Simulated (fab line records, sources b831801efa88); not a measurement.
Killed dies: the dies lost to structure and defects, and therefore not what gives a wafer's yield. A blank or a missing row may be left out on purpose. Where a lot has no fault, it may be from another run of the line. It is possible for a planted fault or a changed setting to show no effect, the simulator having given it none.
Chamber matching || flow sky130 || SKY_VIA1_CMP_02 on cmp-02 has 4 sister chambers
The step polishes SiO2. 8 wafers are shown with their chamber, then 8 later ones without.

== EACH WAFER AND ITS CHAMBER ==
{"wafer": "L274.4", "chamber": 0, "motorCurrentA (A)": 12.8}
{"wafer": "L278.1", "chamber": 1, "motorCurrentA (A)": 13.7}
{"wafer": "L278.6", "chamber": 1, "motorCurrentA (A)": 13.5}
{"wafer": "L279.5", "chamber": 3, "motorCurrentA (A)": 12.3}
{"wafer": "L280.1", "chamber": 0, "motorCurrentA (A)": 12.3}
{"wafer": "L280.4", "chamber": 3, "motorCurrentA (A)": 13.3}
{"wafer": "L280.5", "chamber": 2, "motorCurrentA (A)": 14.6}
{"wafer": "L292.4", "chamber": 2, "motorCurrentA (A)": 15.1}

== WAFERS WITH NO CHAMBER GIVEN ==
{"wafer": "L292.5", "motorCurrentA (A)": 12.3}
{"wafer": "L292.6", "motorCurrentA (A)": 13.4}
{"wafer": "L293.3", "motorCurrentA (A)": 13.0}
{"wafer": "L293.5", "motorCurrentA (A)": 14.9}
{"wafer": "L293.6", "motorCurrentA (A)": 13.9}
{"wafer": "L294.3", "motorCurrentA (A)": 14.3}
{"wafer": "L294.4", "motorCurrentA (A)": 12.6}
{"wafer": "L294.5", "motorCurrentA (A)": 15.0}

== WHICH CHAMBER EACH WENT THROUGH ==
{"wafer": "L292.5", "from the rows above": "can't be placed: 0 or 3", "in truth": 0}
{"wafer": "L292.6", "from the rows above": "can't be placed: 1 or 3 or 0", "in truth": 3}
{"wafer": "L293.3", "from the rows above": "can't be placed: 3 or 0 or 1", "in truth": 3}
{"wafer": "L293.5", "from the rows above": 2, "in truth": 2}
{"wafer": "L293.6", "from the rows above": "can't be placed: 1 or 2 or 3", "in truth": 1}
{"wafer": "L294.3", "from the rows above": "can't be placed: 2 or 1", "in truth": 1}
{"wafer": "L294.4", "from the rows above": "can't be placed: 0 or 3", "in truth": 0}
{"wafer": "L294.5", "from the rows above": 2, "in truth": 2}
2 of 8 placed correctly. Unplaceable from these rows: 6, with the true chamber sitting among the candidates in 6. 0 placed wrongly.
How it was worked out, from the rows above alone: a wafer's distance from a chamber is the root of the sum, over the readings, of the square of ((its reading less the chamber's mean) divided by the reading's scatter). The wafer belongs to the nearest chamber; if the next one is less than 2 further off, it can't be placed. A chamber's mean is the mean of its shown wafers. The scatter is the square root of a quotient: the sum, over the shown wafers, of each reading's squared deviation from its chamber's mean, divided by wafers minus chambers.
